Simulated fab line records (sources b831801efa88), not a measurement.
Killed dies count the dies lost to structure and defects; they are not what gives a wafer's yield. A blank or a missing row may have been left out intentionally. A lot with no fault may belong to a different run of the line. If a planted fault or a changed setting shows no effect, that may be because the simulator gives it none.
What tool caused it? / flow sky130 / 39 wafers from 13 lots sampled at 2 of the route's 708 steps

== WHAT THE GAUGES READ, wafer by wafer ==
SKY_METAL1_OVL_MEAS_16. Usual: for METAL1_OVL the level is -1 nm and the standard deviation is 6.1.
lot=L532; measured=day 34 04:04; on=overlay-02; METAL1_OVL (nm)=6 10 2; flag=
lot=L534; measured=day 34 11:36; on=overlay-01; METAL1_OVL (nm)=2 -6 -3; flag=
lot=L533; measured=day 34 13:10; on=overlay-01; METAL1_OVL (nm)=6 8 4; flag=
lot=L535; measured=day 34 13:31; on=overlay-02; METAL1_OVL (nm)=4 2 3; flag=
lot=L537; measured=day 35 13:16; on=overlay-01; METAL1_OVL (nm)=-3 -3 -3; flag=
lot=L539; measured=day 35 19:07; on=overlay-01; METAL1_OVL (nm)=-2 5 -3; flag=
lot=L540; measured=day 35 23:37; on=overlay-01; METAL1_OVL (nm)=-2 2 -3; flag=
lot=L541; measured=day 36 07:24; on=overlay-02; METAL1_OVL (nm)=0 4 -1; flag=
lot=L543; measured=day 37 12:04; on=overlay-02; METAL1_OVL (nm)=-13 -20 -14; flag=
lot=L544; measured=day 37 14:05; on=overlay-01; METAL1_OVL (nm)=10 4 12; flag=
lot=L545; measured=day 37 18:26; on=overlay-01; METAL1_OVL (nm)=-5 -8 -16; flag=
lot=L552; measured=day 40 03:43; on=overlay-02; METAL1_OVL (nm)=-7 -4 -3; flag=
lot=L553; measured=day 40 05:29; on=overlay-02; METAL1_OVL (nm)=-4 1 -5; flag=

SKY_VIA1_THK_MEAS_01. Usual: for VIA1_HDPCVD_THK the level is 1033 nm and the standard deviation is 10.
lot=L532; measured=day 34 05:01; on=film-metro-04; VIA1_HDPCVD_THK (nm)=1036 1028 1026; flag=
lot=L534; measured=day 34 12:32; on=film-metro-01; VIA1_HDPCVD_THK (nm)=1024 1032 1024; flag=
lot=L533; measured=day 34 14:05; on=film-metro-01; VIA1_HDPCVD_THK (nm)=1039 1042 1031; flag=
lot=L535; measured=day 34 14:28; on=film-metro-03; VIA1_HDPCVD_THK (nm)=1027 1024 1040; flag=
lot=L537; measured=day 35 14:13; on=film-metro-01; VIA1_HDPCVD_THK (nm)=1022 1043 1041; flag=
lot=L539; measured=day 35 20:05; on=film-metro-01; VIA1_HDPCVD_THK (nm)=1014 1026 1027; flag=
lot=L540; measured=day 36 00:33; on=film-metro-03; VIA1_HDPCVD_THK (nm)=1043 1021 1029; flag=
lot=L541; measured=day 36 08:20; on=film-metro-01; VIA1_HDPCVD_THK (nm)=1016 1020 1025; flag=
lot=L543; measured=day 37 13:02; on=film-metro-03; VIA1_HDPCVD_THK (nm)=1032 1027 1027; flag=
lot=L544; measured=day 37 15:02; on=film-metro-01; VIA1_HDPCVD_THK (nm)=1036 1028 1024; flag=
lot=L545; measured=day 37 19:22; on=film-metro-01; VIA1_HDPCVD_THK (nm)=1032 1026 1046; flag=
lot=L552; measured=day 40 04:38; on=film-metro-03; VIA1_HDPCVD_THK (nm)=1050 1042 1046; flag=
lot=L553; measured=day 40 06:25; on=film-metro-03; VIA1_HDPCVD_THK (nm)=1043 1028 1036; flag=

== EACH LOT AND THE TOOL THAT RAN IT (in order: tool; ch and the chambers of the sampled wafers; start) ==
No process step before these readings appears in the record.

== WHAT THE TOOLS THEMSELVES READ (means of the sampled wafers that have a number; where no wafer has one, the mark that the record gives instead) ==
The record holds no such reading with a usual standard deviation.

== THE ANSWER, worked out from the rows above alone ==
Rule: a lot is off if the mean of its wafers that have a number lies more than 3 standard deviations from the usual mean. A lot without any number at a reading at which 4 lots or more have one is off too. Where the step has rows for the other lots, those lots are counted as sound. The gauges are gone through in route order, then the tools' own readings, and for those a lot's mean is taken as printed above. The first step at which some lot is off is used, and at that step the reading that is off furthest; a lot without a number counts as furthest.
Nothing can be told from this: no lot is off at any reading shown.

== WHAT THE SIMULATOR HAD INSERTED ==
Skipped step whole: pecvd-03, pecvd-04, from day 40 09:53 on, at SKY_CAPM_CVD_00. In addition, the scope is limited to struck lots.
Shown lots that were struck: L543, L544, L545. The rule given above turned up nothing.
